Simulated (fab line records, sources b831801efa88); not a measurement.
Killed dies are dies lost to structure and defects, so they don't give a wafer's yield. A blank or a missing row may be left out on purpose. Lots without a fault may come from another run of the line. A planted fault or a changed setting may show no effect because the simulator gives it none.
A struck lot beside a sound one | flow sky130 | 31 steps out of a route of 708
Sound: wafers L205.2, L205.3, L205.4. Struck: wafer L216.3. (L216.4 of the same lot was not struck and is left out.) The cause comes at the end.
At each step with rows: each side's tool, then ch and its chambers, then its first start. Under that, the readings that differ: sound wafers | struck wafers | difference of the means | sigmas: that difference in standard deviations of wafers without a fault.
alike: readings whose means differ by less than 2 such deviations, and words and numbers that are the same on both sides. not compared: withheld readings, readings that some wafer has no value for, bounds like >300 that may hide the same value, and numbers for which the record gives no deviation and whose values overlap.
The two part at a step that has a row with sigmas, a row that says differs or no value, or rows on one side only. Numbers that don't overlap but have no deviation are shown without sigmas and don't part them. A reading that every wafer of one side lacks parts them only if that side has two wafers or more.

SKY_LI_CONTACT_OVL_MEAS_13:
  sound on overlay-01, day 29 18:11; struck on overlay-01, day 32 21:24
  alike: LI_CONTACT_OVL
SKY_LI_CONTACT_ETCH_14: etches BARC in N2/H2, stops on SiO2, time 45.9 s, target depth 60 nm.
  sound on rie_diel-02 ch 0,2,3, day 29 18:13; struck on rie_diel-03 ch 0, day 32 21:25
  reading                | sound  | struck | difference | sigmas
  rf_hours_counter_h (h) | 0 12 8 | 20     | +13        |
  alike: drypump_motor_current_A, oes_product_au, throttle_valve_pct
SKY_LI_CONTACT_ETCH_15: etches PSG in C4F8/O2/Ar, stops on Si, target depth 600 nm.
  sound on rie_diel-02 ch 0,2,3, day 29 18:16; struck on rie_diel-03 ch 0, day 32 21:28
  alike: oes_product_au
then, 5 steps without rows for these wafers: SKY_LI_CONTACT_STRIP_16 (strips in O2/N2); SKY_LI_CONTACT_CLEAN_17 (cleans in NMP, time 600 s); SKY_LI_CONTACT_PRE_CLEAN_18 (time 5.6 s); SKY_LI_CONTACT_SPUTTER_19 (material Ti, target thk 20 nm, time 106.37 s); SKY_LI_CONTACT_SPUTTER_20 (material TiN, target thk 20 nm, time 80 s).
SKY_LI_CONTACT_CVD_21: deposits W, target thk 400 nm, time 120.56 s.
  sound on cvd_w-01 ch 0,1, day 29 18:47; struck on cvd_w-01 ch 0, day 32 22:02
  alike: heater_power_w
SKY_LI_CONTACT_RS_MEAS_22: measures by four-point-probe.
  sound on film_metro-03, day 29 18:56; struck on film_metro-04, day 32 22:09
  alike: LI_CONTACT_W_RS
SKY_LI_CONTACT_THK_MEAS_23: measures by xrf.
  sound on film_metro-03, day 29 19:02; struck on film_metro-04, day 32 22:15
  alike: LI_CONTACT_W_THK
SKY_LI_CONTACT_CMP_24: polishes, stops on PSG, t overpolish 20 s, target thk 0 nm.
  sound on cmp-02 ch 0,1,3, day 29 19:05; struck on cmp-02 ch 2, day 32 22:20
  reading             | sound          | struck | difference | sigmas
  motor_current_A (A) | 10.6 10.7 11.4 | 13.2   | +2.3       | +2
  alike: overpolish_run_s, time_to_endpoint_s
SKY_LOCAL_INTERCONNECT_SPUTTER_00: material TiN, target thk 100 nm, time 83.3 s.
  sound on pvd_sputter-04, day 29 19:23; struck on pvd_sputter-04, day 32 22:35
  reading                                                | sound             | struck | difference | sigmas
  model.TiN_of_LOCAL_INTERCONNECT_SPUTTER_00.thk_nm (nm) | 100.1 100.2 100.4 | 90.47  | -9.76      |
  alike: chamber_pressure_pa, throttle_valve_pct
SKY_LOCAL_INTERCONNECT_RS_MEAS_01: measures by four-point-probe.
  sound on film_metro-03, day 29 19:28; struck on film_metro-04, day 32 22:41
  reading                            | sound             | struck | difference | sigmas
  LOCAL_INTERCONNECT_TIN_RS (ohm/sq) | 14.11 14.15 14.14 | 15.69  | +1.56      | +8
SKY_LOCAL_INTERCONNECT_THK_MEAS_02: measures by xrf.
  sound on film_metro-03, day 29 19:35; struck on film_metro-04, day 32 22:47
  reading                         | sound          | struck | difference | sigmas
  LOCAL_INTERCONNECT_TIN_THK (nm) | 99.7 99.8 99.7 | 91.7   | -8.0       | -5
then, 8 steps without rows for these wafers: SKY_LOCAL_INTERCONNECT_DEHYDRATE_03 (time 60 s); SKY_LOCAL_INTERCONNECT_HMDS_04 (prime time 60 s); SKY_LOCAL_INTERCONNECT_COAT_05 (resist thk 60 nm); SKY_LOCAL_INTERCONNECT_COAT_06 (resist thk 450 nm); SKY_LOCAL_INTERCONNECT_SOFTBAKE_07 (time 90 s); SKY_LOCAL_INTERCONNECT_EXPOSE_08 (exposes mask LI1M, target cd 170 nm); SKY_LOCAL_INTERCONNECT_PEB_09; SKY_LOCAL_INTERCONNECT_DEVELOP_10 (develop time 60 s).
SKY_LOCAL_INTERCONNECT_CD_MEAS_11: target cd 170 nm.
  sound on cd_sem-01, day 30 22:22; struck on cd_sem-01, day 34 01:08
  alike: cd_nm
SKY_LOCAL_INTERCONNECT_OVL_MEAS_12:
  sound on overlay-01, day 30 22:28; struck on overlay-02, day 34 01:14
  alike: LOCAL_INTERCONNECT_OVL
then, 1 step without rows for these wafers: SKY_LOCAL_INTERCONNECT_ETCH_13 (etches BARC in N2/H2, stops on SiO2, time 45.9 s, target depth 60 nm).
SKY_LOCAL_INTERCONNECT_METAL_ETCH_14: etches TiN in Cl2/BCl3, stops on PSG, target depth 110 nm, time 31.4 s.
  sound on rie_metal-04 ch 0,1, day 30 22:34; struck on rie_metal-01 ch 1, day 34 01:20
  reading                     | sound                | struck | difference | sigmas
  drypump_motor_current_A (A) | 5.5 5.5 5.0          | 6.5    | +1.2       | +2
  oes_product_au (a.u.)       | 0.944 0.941 0.949    | 0.884  | -0.061     | -7
  throttle_valve_pct (%)      | 21.891 21.900 21.898 | 21.953 | +0.057     | +5
  alike: mfc_cl2_sccm
  not compared: rf_hours_counter_h
SKY_LOCAL_INTERCONNECT_STRIP_15: strips in O2/N2.
  sound on plasma_asher-01 ch 0,1, day 30 22:37; struck on plasma_asher-04 ch 1, day 34 01:24
  alike: drypump_motor_current_A, oes_product_au, strip_time_to_endpoint_s
  not compared: rf_hours_counter_h
SKY_LOCAL_INTERCONNECT_STRIP_16: strips in post etch residue remover, time 1200 s.
  sound on wet_bench-04 ch 0, day 30 22:43; struck on wet_bench-04 ch 2, day 34 01:28
  reading                                                | sound            | struck | difference | sigmas
  model.TiN_of_LOCAL_INTERCONNECT_SPUTTER_00.thk_nm (nm) | 99.73 99.8 99.95 | 90.05  | -9.78      |
  alike: bath_heat_duty_pct
then, 1 step without rows for these wafers: SKY_LOCAL_INTERCONNECT_CLEAN_17 (cleans in IPA, time 180 s).
-- the record jumps here: 15 days lie between the struck wafers' starts before and after (it left off in module LOCAL_INTERCONNECT and takes up again in module PAD_OPEN, whose first step shown is number 708 of the route) --
SKY_PAD_OPEN_PROBE_99:
  sound on prober-01, day 46 08:02; struck on prober-02, day 48 15:42
  reading                        | sound             | struck | difference | sigmas
  model.etest.res_li.line_ohm_um | 75.73 75.69 75.5  | 83.61  | +7.97      |
  model.etest.res_li.rs_ohm_sq   | 12.84 12.82 12.79 | 14.21  | +1.39      |
  alike: killed_at_M0_to_M3, killed_at_M4_up, killed_at_contacts, killed_at_front_end, killed_at_other, killed_dies, killed_on_rim, killed_open, killed_short

WHERE THEY PART
First at SKY_LI_CONTACT_CMP_24; last, within this record, at SKY_LOCAL_INTERCONNECT_METAL_ETCH_14. Later steps at which nothing parts them and some readings are alike: SKY_LOCAL_INTERCONNECT_STRIP_15, SKY_LOCAL_INTERCONNECT_STRIP_16, SKY_PAD_OPEN_PROBE_99.

WHY: what the simulator had put in
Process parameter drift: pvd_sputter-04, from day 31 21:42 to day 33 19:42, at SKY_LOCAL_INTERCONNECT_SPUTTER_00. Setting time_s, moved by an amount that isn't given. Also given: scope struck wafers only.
